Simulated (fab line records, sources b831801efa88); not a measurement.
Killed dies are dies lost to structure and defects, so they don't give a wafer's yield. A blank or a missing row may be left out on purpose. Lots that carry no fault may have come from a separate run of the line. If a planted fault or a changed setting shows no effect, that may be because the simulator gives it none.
Comparing a struck lot with a sound one | flow sky130 | 20 out of 708 route steps
Sound: the wafers L666.1, L666.3, L666.4. Wafers L673.3, L673.4, L673.6 were the ones struck. At the end, the cause is stated.
Order at every step that has rows: each side's tool, ch and its chambers, its first start. Under that, the readings that differ: sound wafers | struck wafers | difference of the means | sigmas: that difference in standard deviations of wafers without a fault.
alike: readings whose means differ by less than 2 such deviations, and words and numbers that are the same on both sides. not compared: withheld readings, readings that some wafer has no value for, bounds like >300 that may hide the same value, and numbers for which the record gives no deviation and whose values overlap.
A row with sigmas, a row that says differs or no value, or rows on one side alone: a step with any of these is where the two part. Non-overlapping numbers with no deviation appear without sigmas and do not part them. A reading that every wafer of one side lacks parts them only if that side has two wafers or more.

first, 1 step without rows for these wafers: SKY_SONOS_ONO_DEVELOP_12 (develop time 60 s).
SKY_SONOS_ONO_CD_MEAS_13 targets a cd of 410 nm.
  sound on cd sem-02, day 12 17:01; struck on cd sem-01, day 14 23:30
  alike: cd nm
SKY_SONOS_ONO_OVL_MEAS_14:
  sound on overlay-02, day 12 17:08; struck on overlay-01, day 14 23:35
  alike: SONOS_ONO_OVL
SKY_SONOS_ONO_ETCH_15: etches the open film in CHF3/O2, target depth 19.52 nm, time 7.8 s.
  sound on rie diel-03 ch 0,2,3, day 12 17:11; struck on rie diel-02 ch 1,3, day 14 23:37
  alike: drypump motor current A, oes product au, throttle valve pct
  not compared: rf hours counter h
then, 1 step without rows for these wafers: SKY_SONOS_ONO_WET_ETCH_16 (etches SiO2 in dHF, target depth 14 nm, time 280 s).
SKY_SONOS_ONO_STRIP_17: strips in O2/N2.
  sound on plasma asher-02 ch 0,1, day 12 17:17; struck on plasma asher-02 ch 0,1, day 14 23:45
  alike: drypump motor current A, oes product au, strip time to endpoint s
  not compared: rf hours counter h
then, 3 steps without rows for these wafers: SKY_SONOS_ONO_WET_ETCH_18 (etches Si3N4 in H3PO4, target depth 15 nm, time 172 s); SKY_GATE_OXIDE_CLEAN_00 (cleans in SC1/SC2, time 150 s); SKY_GATE_OXIDE_OXIDATION_01 (stabilise 600 s, purge 300 s, target thk 10.268 nm).
SKY_GATE_OXIDE_THK_MEAS_02:
  sound on film metro-03, day 12 19:52; struck on film metro-04, day 15 01:21
  alike: GATE_OXIDE_OXIDATION_00_THK
then, 2 steps without rows for these wafers: SKY_GATE_OXIDE_DEHYDRATE_03 (time 60 s); SKY_GATE_OXIDE_HMDS_04 (prime time 60 s).
SKY_GATE_OXIDE_COAT_05: resist thk 1140 nm.
  struck on litho track-03, day 15 15:17; sound on litho track-04 ch 0, day 13 08:04
  no value came back on the struck wafers for chill plate temp C (C), dispense pressure kPa (kPa), exhaust pa (Pa), resist line temp C (C); on the sound wafers chill plate temp C (C) reads 22.95 23.06 23.07
then, 4 steps without rows for these wafers: SKY_GATE_OXIDE_SOFTBAKE_06 (time 60 s); SKY_GATE_OXIDE_EXPOSE_07 (exposes mask LVOM, target cd 600 nm); SKY_GATE_OXIDE_PEB_08; SKY_GATE_OXIDE_DEVELOP_09 (develop time 60 s).
SKY_GATE_OXIDE_OVL_MEAS_10:
  sound on overlay-02, day 13 21:07; struck on overlay-02, day 16 04:47
  reading             | sound         | struck | difference                    | sigmas
  GATE_OXIDE_OVL (nm) | 0.7 -1.0 -0.1 | - - -  | no value on the struck wafers |
after that, 1 step had no rows for these wafers: SKY_GATE_OXIDE_IMPLANT_11.
-- here the record skips 32 days between the struck wafers' starts before and after, leaving off in module GATE_OXIDE and picking up in module PAD_OPEN (first step shown: number 708 of the route) --
SKY_PAD_OPEN_PROBE_99:
  rows exist in the record for the struck wafers here (prober-01, day 47 17:05), but not for the sound ones

## WHERE THEY PART
Earliest at SKY_GATE_OXIDE_COAT_05; latest, in this record, at SKY_PAD_OPEN_PROBE_99.

WHY: what had been put in by the simulator
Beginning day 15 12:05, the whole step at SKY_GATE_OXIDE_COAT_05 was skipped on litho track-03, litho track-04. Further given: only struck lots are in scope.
